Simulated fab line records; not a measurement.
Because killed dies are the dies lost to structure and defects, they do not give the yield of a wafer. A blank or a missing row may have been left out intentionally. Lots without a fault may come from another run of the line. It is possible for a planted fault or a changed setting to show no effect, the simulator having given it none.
A lot that was struck, set against a sound lot | flow sky130 | 15 steps out of a route of 708
Sound: the wafers L525.1, L525.4, L525.6. Wafers struck: L536.1, L536.4, L536.5. The cause is given at the end.
Per side, at each step with rows, come the tool, then ch with its chambers, and then its first start. Under that, the readings that differ: sound wafers | struck wafers | difference of the means | sigmas: that difference in standard deviations of wafers without a fault.
alike: readings whose means differ by less than 2 such deviations, and words and numbers that are the same on both sides. not compared: withheld readings, readings that some wafer has no value for, bounds like >300 that may hide the same value, and numbers for which the record gives no deviation and whose values overlap.
A row with sigmas, a row that says differs or no value, or rows on one side alone: a step with any of these is where the two part. Numbers that don't overlap but have no deviation are shown without sigmas and don't part them. A reading that every wafer of one side lacks parts them only if that side has two wafers or more.

first, 2 steps without rows for these wafers: SKY_VT_ADJUST_PCH_PEB_05; SKY_VT_ADJUST_PCH_DEVELOP_06 (develop time 60 s).
SKY_VT_ADJUST_PCH_OVL_MEAS_07:
  sound: overlay-01 at day 13 21:17; struck: overlay-02 at day 17 03:35
  alike: VT_ADJUST_PCH_OVL
then, 1 step without rows for these wafers: SKY_VT_ADJUST_PCH_IMPLANT_08.
SKY_VT_ADJUST_PCH_STRIP_09: strips in O2/N2.
  sound on plasma-asher-03 ch 1, day 13 21:28; struck on plasma-asher-03 ch 0,1, day 17 03:46
  alike: drypump-motor-current-A, oes-product-au, strip-time-to-endpoint-s
  not compared: rf-hours-counter-h
SKY_VT_ADJUST_PCH_TW_MEAS_10:
  sound: film-metro-01 at day 13 21:34; struck: film-metro-03 at day 17 03:52
  alike: VT_ADJUST_PCH_TW
then, 6 steps without rows for these wafers: SKY_SONOS_TUNNEL_DEHYDRATE_00 (time 60 s); SKY_SONOS_TUNNEL_HMDS_01 (prime time 60 s); SKY_SONOS_TUNNEL_COAT_02 (resist thk 1140 nm); SKY_SONOS_TUNNEL_SOFTBAKE_03 (time 60 s); SKY_SONOS_TUNNEL_EXPOSE_04 (exposes mask TUNM, target cd 410 nm); SKY_SONOS_TUNNEL_PEB_05.
SKY_SONOS_TUNNEL_DEVELOP_06: develop time 60 s.
  sound on litho-track-01 ch 0, day 14 23:41; struck on litho-track-01 ch 0, day 18 09:02
  alike: resist-line-temp-C
SKY_SONOS_TUNNEL_OVL_MEAS_08:
  sound: overlay-01 at day 14 23:58; struck: overlay-02 at day 18 18:38
  reading | sound | struck                                                                     | difference                   | sigmas
  hold    | - - - | await-dispo/8.8h/release await-dispo/8.8h/release await-dispo/8.8h/release | no value on the sound wafers |
  alike: SONOS_TUNNEL_OVL
-- the record jumps here: 32 days lie between the struck wafers' starts before and after (it left off in module SONOS_TUNNEL and takes up again in module PAD_OPEN, whose first step shown is number 708 of the route) --
SKY_PAD_OPEN_PROBE_99:
  sound: prober-02 at day 48 13:55; struck: prober-01 at day 50 17:43
  reading             | sound    | struck                                                                     | difference                   | sigmas
  hold                | - - -    | await-dispo/4.2h/release await-dispo/4.2h/release await-dispo/4.2h/release | no value on the sound wafers |
  killed-at-front-end | 10 12 14 | 23 24 27                                                                   | +13                          | +3
  alike: killed_at_M0_to_M3, killed_at_M4_up, killed-at-contacts, killed-at-other, killed-dies, killed-open, killed-short

## WHERE THEY PART
First at SKY_SONOS_TUNNEL_OVL_MEAS_08; last, within this record, at SKY_PAD_OPEN_PROBE_99.

WHY: the cause the simulator had injected
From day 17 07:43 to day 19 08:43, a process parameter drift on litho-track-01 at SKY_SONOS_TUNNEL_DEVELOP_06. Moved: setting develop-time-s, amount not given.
